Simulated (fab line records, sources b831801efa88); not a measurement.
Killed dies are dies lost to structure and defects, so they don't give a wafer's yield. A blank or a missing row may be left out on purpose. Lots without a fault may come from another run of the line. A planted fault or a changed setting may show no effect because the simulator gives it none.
A struck lot beside a sound one | flow sky130 | 32 steps out of a route of 708
Sound: wafers L962.2, L962.3, L962.4. Struck: wafer L966.6. (L966.3, L966.4 of the same lot were not struck and are left out.) The cause comes at the end.
At each step with rows: each side's tool, then ch and its chambers, then its first start. Under that, the readings that differ: sound wafers | struck wafers | difference of the means | sigmas: that difference in standard deviations of wafers without a fault.
alike: readings whose means differ by less than 2 such deviations, and words and numbers that are the same on both sides. not compared: withheld readings, readings that some wafer has no value for, bounds like >300 that may hide the same value, and numbers for which the record gives no deviation and whose values overlap.
The two part at a step that has a row with sigmas, a row that says differs or no value, or rows on one side only. Numbers that don't overlap but have no deviation are shown without sigmas and don't part them. A reading that every wafer of one side lacks parts them only if that side has two wafers or more.

first, 1 step without rows for these wafers: SKY_CONTACT_ETCH_18 (etches Si3N4 in CHF3/O2, stops on TiN, time 39 s, target depth 75 nm).
SKY_CONTACT_STRIP_19: strips in O2/N2.
  sound on plasma_asher-01 ch 0,1, day 31 15:08; struck on plasma_asher-03 ch 0, day 33 08:25
  alike: drypump_motor_current_A, oes_product_au, strip_time_to_endpoint_s
  not compared: rf_hours_counter_h
then, 4 steps without rows for these wafers: SKY_CONTACT_STRIP_20 (strips in post etch residue remover, time 1200 s); SKY_CONTACT_CLEAN_21 (cleans in IPA, time 180 s); SKY_CONTACT_CLEAN_22 (cleans in O3/DIW); SKY_CONTACT_SPUTTER_23 (material TiN, target thk 20 nm, time 80 s).
SKY_CONTACT_CVD_24: deposits W, target thk 340 nm, time 102.12 s.
  sound on cvd_w-01 ch 0,1, day 31 15:47; struck on cvd_w-01 ch 0, day 33 09:12
  alike: heater_power_w, susceptor_temp_C
SKY_CONTACT_RS_MEAS_25: measures by four-point-probe.
  sound on film_metro-01, day 31 15:55; struck on film_metro-04, day 33 09:19
  alike: CONTACT_W_RS
SKY_CONTACT_THK_MEAS_26: measures by xrf.
  sound on film_metro-01, day 31 16:02; struck on film_metro-04, day 33 09:25
  alike: CONTACT_W_THK
SKY_CONTACT_CMP_27: polishes, stops on SiO2, t overpolish 15 s, target thk 0 nm.
  sound on cmp-01 ch 0,1,2, day 31 16:05; struck on cmp-01 ch 1, day 33 09:27
  reading              | sound                | struck | difference | sigmas
  overpolish_run_s (s) | 14.994 14.998 14.994 | 15.022 | +0.027     | +3
  alike: motor_current_A, time_to_endpoint_s
then, 2 steps without rows for these wafers: SKY_METAL1_SPUTTER_00 (material Ti, target thk 15 nm, time 10 s); SKY_METAL1_SPUTTER_01 (material TiN, target thk 20 nm, time 16.7 s).
SKY_METAL1_SPUTTER_02: material AlCu, target thk 250 nm, time 13.3 s.
  sound on pvd_sputter-01, day 31 16:26; struck on pvd_sputter-02, day 33 09:48
  reading                                     | sound           | struck | difference | sigmas
  model.AlCu_of_METAL1_SPUTTER_02.thk_nm (nm) | 253.3 251 255.7 | 245.9  | -7.4       |
  alike: chamber_pressure_pa, throttle_valve_pct
SKY_METAL1_SPUTTER_03: material Ti, target thk 5 nm, time 3.3 s.
  sound on pvd_sputter-01, day 31 16:27; struck on pvd_sputter-02, day 33 09:50
  alike: chamber_pressure_pa, throttle_valve_pct
SKY_METAL1_SPUTTER_04: material TiN, target thk 70 nm, time 58.3 s.
  sound on pvd_sputter-01, day 31 16:28; struck on pvd_sputter-02, day 33 09:50
  alike: chamber_pressure_pa, throttle_valve_pct
SKY_METAL1_RS_MEAS_05: measures by four-point-probe.
  sound on film_metro-02, day 31 16:32; struck on film_metro-03, day 33 09:56
  reading                 | sound                | struck | difference | sigmas
  METAL1_ALCU_RS (ohm/sq) | 0.1250 0.1261 0.1239 | 0.1290 | +0.0040    | +4
SKY_METAL1_THK_MEAS_06: measures by xrf.
  sound on film_metro-02, day 31 16:39; struck on film_metro-03, day 33 10:02
  reading              | sound             | struck | difference | sigmas
  METAL1_ALCU_THK (nm) | 257.0 254.7 258.2 | 249.4  | -7.2       | -3
then, 8 steps without rows for these wafers: SKY_METAL1_DEHYDRATE_07 (time 60 s); SKY_METAL1_HMDS_08 (prime time 60 s); SKY_METAL1_COAT_09 (resist thk 60 nm); SKY_METAL1_COAT_10 (resist thk 450 nm); SKY_METAL1_SOFTBAKE_11 (time 90 s); SKY_METAL1_EXPOSE_12 (exposes mask MM1, target cd 140 nm); SKY_METAL1_PEB_13; SKY_METAL1_DEVELOP_14 (develop time 60 s).
SKY_METAL1_CD_MEAS_15: target cd 140 nm.
  sound on cd_sem-01, day 32 19:59; struck on cd_sem-01, day 34 12:30
  alike: cd_nm
SKY_METAL1_OVL_MEAS_16:
  sound on overlay-01, day 32 20:06; struck on overlay-02, day 34 12:35
  alike: METAL1_OVL
then, 2 steps without rows for these wafers: SKY_METAL1_DESCUM_17 (chemistry O2, time 8 s); SKY_METAL1_ETCH_18 (etches BARC in N2/H2, stops on SiO2, time 45.9 s, target depth 60 nm).
SKY_METAL1_METAL_ETCH_19: etches the open film in Cl2/BCl3, stops on SiO2, target depth 360 nm, time 78 s.
  sound on rie_metal-01 ch 0,1, day 32 20:13; struck on rie_metal-02 ch 0, day 34 12:44
  reading                            | sound                | struck | difference | sigmas
  throttle_valve_pct (%)             | 22.267 22.268 22.243 | 22.280 | +0.021     | +2
  model.METAL1.feature_depth_nm (nm) | 363.1 361.4 365.7    | 355.4  | -8.0       |
  model.etch.depth_nm (nm)           | 363.1 361.4 365.7    | 355.4  | -8.0       |
  alike: drypump_motor_current_A, oes_product_au, rf_fwd_power_W
  not compared: rf_hours_counter_h
then, 1 step without rows for these wafers: SKY_METAL1_STRIP_20 (strips in O2/N2).
-- the record jumps here: 13 days lie between the struck wafers' starts before and after (it left off in module METAL1 and takes up again in module PAD_OPEN, whose first step shown is number 708 of the route) --
SKY_PAD_OPEN_PROBE_99:
  sound on prober-01, day 45 17:30; struck on prober-01, day 47 01:43
  reading                    | sound               | struck | difference | sigmas
  model.etest.met1.rs_ohm_sq | 0.1269 0.1281 0.125 | 0.1305 | +0.0038    |
  alike: defect_limited_yield, killed_at_M0_to_M3, killed_at_M4_up, killed_at_contacts, killed_at_front_end, killed_at_other, killed_dies, killed_open, killed_short, sort_bin_3_pad_short, sort_bin_5_function, sort_bin_6_memory, sort_n_pass, sort_yield_pct

WHERE THEY PART
First at SKY_CONTACT_CMP_27; last, within this record, at SKY_METAL1_METAL_ETCH_19. Later steps at which nothing parts them and some readings are alike: SKY_PAD_OPEN_PROBE_99.

WHY: what the simulator had put in
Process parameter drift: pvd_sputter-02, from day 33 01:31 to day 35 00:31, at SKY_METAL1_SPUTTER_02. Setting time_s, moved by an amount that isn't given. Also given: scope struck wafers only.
